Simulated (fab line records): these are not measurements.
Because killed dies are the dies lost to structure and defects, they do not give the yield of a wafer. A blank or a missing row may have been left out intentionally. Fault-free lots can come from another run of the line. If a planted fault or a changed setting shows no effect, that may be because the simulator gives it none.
Problem report in the 8D (eight disciplines) form, filled by code / flow gf180mcu / the parts of the form that need people (team, actions taken, sign-off) are left out

## 1. PROBLEM STATEMENT
V5_CVD_00_THK at GF_V5_THK_MEAS_01 reads a mean of 253 nm on 6 wafers of 2 lots; wafers without a fault read 301 nm with a standard deviation of 3.5. Measured from the usual mean, that is -14 standard deviations.
The first sign was on wafer L571.1 at day 30 06:24, on filmMetro-04. The record has a number at this step for 39 wafers belonging to 13 lots. Rule for "out", or "out of limits": more than 4 standard deviations from the usual mean. The other wafers with a number count as sound.

## 2. WHAT IT IS; WHAT IT IS NOT
question=which readings at this step | is=V5_CVD_00_THK | is not=-
question=which lots | is=L571, L575 | is not=L559, L560, L563, L564, L565, L566, L570, L573, L577, L579, L580
question=which wafers of those lots | is=all that have a number | is not=-
question=read on which gauges | is=filmMetro-04 | is not=filmMetro-01, filmMetro-03
question=when | is=from day 30 06:24 | is not=up to then (21 sound wafers); but 12 sound wafers of L573, L577, L579, L580 came after

## 3. WHAT RULES OUT EACH SUSPECT
Counting: any tool at a process step up to the reading is kept as a suspect provided that every lot that is out went through it and no sound lot did after the first of them.
- the gauge at GF_V5_THK_MEAS_01: ruled out. All the wafers that are out were read on filmMetro-04, but those of them that GF_V5_CVD_00 has rows for are out there too, on other tools.
- hdpcvd-01 at GF_V5_CVD_00 (deposits SiO2, target thk 300 nm, time 50 s): kept. Every lot that is out went through it, starting with L571 (day 30 06:22), and after that it ran no sound lot; the last sound lot it ran before then is L570 (day 29 19:08). Out on those wafers are its own readings of sih4FlowSccm.
Remaining after the count: hdpcvd-01 at GF_V5_CVD_00.

## 4. THE CAUSE (what the simulator had put in)
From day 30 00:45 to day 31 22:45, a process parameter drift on hdpcvd-01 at GF_V5_CVD_00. A move of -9 in setting sih4FlowSccm, from 60. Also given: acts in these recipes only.
Only this tool survived the counting.

## 5. SEQUENCE OF EFFECTS, ordered by route
One row per reading whose mean, taken over the struck wafers that have a number, lies over 3 standard deviations from the usual. Only readings whose record carries a usual standard deviation are examined. hours: median over the lots of the time between each lot's start at the first step of this table that gives one and its start at this step. sigmas: the change, counted in usual standard deviations.
hours=0; step=GF_V5_CVD_00; reading=sih4FlowSccm; usual=60.02 sccm; on struck wafers=50.99; change=-9.03; sigmas=-50
hours=0; step=GF_V5_THK_MEAS_01; reading=V5_CVD_00_THK; usual=301 nm; on struck wafers=253; change=-48; sigmas=-14
It contains these process steps:
- GF_V5_CVD_00: deposits SiO2, target thk 300 nm, time 50 s.
Later steps that measure or inspect, where all struck wafers having a row at the step show a number for every such reading and not one has moved that far: GF_V5_RS_MEAS_24.

## 6. HOW IT WOULD HAVE BEEN CAUGHT EARLIER
6 hours passed between the start of the fault at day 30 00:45 and the first reading out of limits at a measuring or inspecting step in this record, taken at day 30 06:24.
The tool's own readings at GF_V5_CVD_00 were out on every struck wafer that the step has a row for (sih4FlowSccm): an alarm limit on them would have fired on the first of those.
Of the lots that are out (2), L575 began GF_V5_CVD_00 on hdpcvd-01 after day 30 06:24. It would have been spared by a hold on the tool at that moment.
